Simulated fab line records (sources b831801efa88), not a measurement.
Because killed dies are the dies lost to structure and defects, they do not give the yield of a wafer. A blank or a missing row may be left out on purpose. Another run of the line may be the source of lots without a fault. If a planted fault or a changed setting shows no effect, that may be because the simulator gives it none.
A single fault, viewed from 2 desks / flow sky130 / only its own numbers are on each desk; what lay behind them is given at the end

TOOL OWNER'S DESK, litho_track-04
Per lot that ran on this tool, the mean of the sampled wafers carrying a number, from the tool's own readings at SKY_VT_ADJUST_HVTP_SOFTBAKE_03 (time 60 s). Any lot whose mean is over 4 standard deviations away from the usual mean is out of limits and marked OUT; that distance is given in the brackets.
Columns: A = run_length_s at SKY_VT_ADJUST_HVTP_SOFTBAKE_03, usual 89.24 s
lot=L868; first seen here=day 6 05:58; A=89.21
lot=L877; first seen here=day 8 19:29; A=95.93 (+33) OUT
lot=L883; first seen here=day 10 01:42; A=95.94 (+34) OUT
This desk's finding: out of limits on L877, L883; first on L877, day 8 19:29 (run_length_s at SKY_VT_ADJUST_HVTP_SOFTBAKE_03). In limits: L868.

THE METROLOGY DESK
Means of the sampled wafers that have a number, per lot and without regard to the tool the lot ran on: this is what the gauges read. Any lot whose mean is over 4 standard deviations away from the usual mean is out of limits and marked OUT; that distance is given in the brackets.
Columns: A = NWELL_TW at SKY_NWELL_TW_MEAS_15, usual 1823
lot=L866; first seen here=day 4 16:12; A=1823
lot=L867; first seen here=day 4 22:34; A=1818
lot=L868; first seen here=day 5 03:25; A=1834
lot=L869; first seen here=day 5 08:55; A=1800
lot=L870; first seen here=day 5 13:24; A=1798
lot=L872; first seen here=day 6 01:36; A=1817
lot=L871; first seen here=day 6 01:56; A=1831
lot=L874; first seen here=day 6 12:04; A=1836
lot=L877; first seen here=day 7 12:45; A=1825
lot=L883; first seen here=day 8 17:32; A=1835
lot=L887; first seen here=day 9 14:59; A=1830
lot=L888; first seen here=day 9 20:12; A=1825
lot=L889; first seen here=day 10 06:13; A=1836
This desk's finding: nothing out of limits on any of the 13 lots.

BROUGHT TOGETHER
The tool owner's desk could have raised an alarm at day 8 19:29, on L877, L883.
The metrology desk saw nothing out of limits.
The metrology desk holds a record of L877, L883, inside its limits.
The lots listed all ran SKY_VT_ADJUST_HVTP_SOFTBAKE_03 on litho_track-04.

WHAT THE SIMULATOR HAD PUT IN
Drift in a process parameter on litho_track-04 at SKY_VT_ADJUST_HVTP_SOFTBAKE_03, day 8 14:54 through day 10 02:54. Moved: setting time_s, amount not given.
Struck lots among those shown: L877, L883.
Each desk's first reading out of limits, in hours after the fault started: the tool owner's desk, 5.
